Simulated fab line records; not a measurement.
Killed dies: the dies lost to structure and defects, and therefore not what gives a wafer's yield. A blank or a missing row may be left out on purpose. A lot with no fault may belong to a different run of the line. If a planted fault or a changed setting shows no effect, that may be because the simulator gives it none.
A struck lot beside a sound one | flow sky130 | 18 out of 708 route steps
Sound: wafers L395.1, L395.5, L395.6. Wafers struck: L408.1, L408.2, L408.4. Last of all comes the cause.
Per side, at each step with rows, come the tool, then ch with its chambers, and then its first start. Under that, the readings that differ: sound wafers | struck wafers | difference of the means | sigmas: that difference in standard deviations of wafers without a fault.
alike: readings with means less than 2 such deviations apart, plus words and numbers identical on both sides. not compared: withheld readings, readings lacking a value on some wafer, bounds such as >300 that could conceal the same value, and numbers that have no deviation in the record and whose values overlap.
A row with sigmas, a row that says differs or no value, or rows on one side alone: a step with any of these is where the two part. Numbers that don't overlap but have no deviation are shown without sigmas and don't part them. Lack of a reading on every wafer of one side parts them only where that side has two or more wafers.

SKY_VIA1_ETCH_15: etches SiO2 in C4F8/O2/Ar, stops on TiN, target depth 351 nm, time 54 s.
  sound on rie_diel-01 ch 0,1,2, day 35 00:32; struck on rie_diel-01 ch 1,2,3, day 39 13:34
  alike: chamber_pressure_mTorr, oes_product_au
  not compared: rf_hours_counter_h
SKY_VIA1_STRIP_16: strips in O2/N2.
  sound on plasma_asher-04 ch 0,1, day 35 00:35; struck on plasma_asher-03 ch 0,1, day 39 13:37
  alike: chamber_pressure_mTorr, drypump_motor_current_A, oes_product_au, strip_time_to_endpoint_s
  not compared: rf_hours_counter_h
then, 5 steps without rows for these wafers: SKY_VIA1_STRIP_17 (strips in post etch residue remover, time 1200 s); SKY_VIA1_CLEAN_18 (cleans in IPA, time 180 s); SKY_VIA1_CLEAN_19 (cleans in O3/DIW); SKY_VIA1_SPUTTER_20 (material TiN, target thk 20 nm, time 80 s); SKY_VIA1_CVD_21 (deposits W, target thk 270 nm, time 80.902 s).
SKY_VIA1_RS_MEAS_22: measures by four-point-probe.
  struck on film_metro-04, day 39 14:21; sound on film_metro-04, day 35 01:21
  alike: VIA1_W_RS
SKY_VIA1_THK_MEAS_23: measures by xrf.
  struck on film_metro-04, day 39 14:28; sound on film_metro-04, day 35 01:28
  alike: VIA1_W_THK
then, 1 step without rows for these wafers: SKY_VIA1_CMP_24 (polishes, stops on SiO2, t overpolish 15 s, target thk 0 nm).
SKY_METAL2_SPUTTER_00: material Ti, target thk 15 nm, time 10 s.
  struck on pvd_sputter-03, day 39 15:05; sound on pvd_sputter-03, day 35 01:50
  alike: throttle_valve_pct
SKY_METAL2_SPUTTER_01: material TiN, target thk 20 nm, time 16.7 s.
  struck on pvd_sputter-03, day 39 15:07; sound on pvd_sputter-03, day 35 01:52
  alike: throttle_valve_pct
SKY_METAL2_SPUTTER_02: material AlCu, target thk 250 nm, time 13.3 s.
  struck on pvd_sputter-03, day 39 15:08; sound on pvd_sputter-03, day 35 01:53
  reading                                     | sound           | struck            | difference | sigmas
  model.AlCu_of_METAL2_SPUTTER_02.thk_nm (nm) | 245.1 246.3 245 | 224.4 224.5 222.7 | -21.6      |
  alike: throttle_valve_pct
SKY_METAL2_SPUTTER_03: material Ti, target thk 5 nm, time 3.3 s.
  struck on pvd_sputter-03, day 39 15:10; sound on pvd_sputter-03, day 35 01:55
  alike: throttle_valve_pct
then, 1 step without rows for these wafers: SKY_METAL2_SPUTTER_04 (material TiN, target thk 70 nm, time 57.41 s).
SKY_METAL2_RS_MEAS_05: measures by four-point-probe.
  struck on film_metro-04, day 39 15:31; sound on film_metro-03, day 35 01:58
  reading                 | sound                | struck               | difference | sigmas
  METAL2_ALCU_RS (ohm/sq) | 0.1291 0.1287 0.1296 | 0.1417 0.1419 0.1427 | +0.0130    | +9
  not compared: hold
SKY_METAL2_THK_MEAS_06: measures by xrf.
  struck on film_metro-04, day 39 21:09; sound on film_metro-03, day 35 02:05
  reading              | sound       | struck      | difference | sigmas
  METAL2_ALCU_THK (nm) | 245 245 241 | 223 223 221 | -21        | -7
  not compared: hold
-- the record jumps here: 10 days lie between the struck wafers' starts before and after (it left off in module METAL2 and takes up again in module PAD_OPEN, whose first step shown is number 708 of the route) --
SKY_PAD_OPEN_PROBE_99:
  struck on prober-02, day 49 23:43; sound on prober-02, day 46 15:35
  reading                      | sound                | struck               | difference | sigmas
  model.etest.met2.line_ohm_um | 0.9433 0.9124 0.9064 | 0.9656 1.013 0.9911  | +0.0692    |
  model.etest.met2.rs_ohm_sq   | 0.1317 0.1311 0.1325 | 0.1416 0.1432 0.1457 | +0.0117    |
  alike: defect_limited_yield, killed_at_M0_to_M3, killed_at_M4_up, killed_at_contacts, killed_at_front_end, killed_at_other, killed_dies, killed_open, killed_short, sort_bin_3_pad_short, sort_bin_5_function, sort_bin_6_memory, sort_n_pass, sort_yield_pct

== WHERE THEY PART ==
Earliest at SKY_METAL2_RS_MEAS_05; latest, in this record, at SKY_METAL2_THK_MEAS_06. Later steps at which nothing parts them and some readings are alike: SKY_PAD_OPEN_PROBE_99.

WHY: what had been put in by the simulator
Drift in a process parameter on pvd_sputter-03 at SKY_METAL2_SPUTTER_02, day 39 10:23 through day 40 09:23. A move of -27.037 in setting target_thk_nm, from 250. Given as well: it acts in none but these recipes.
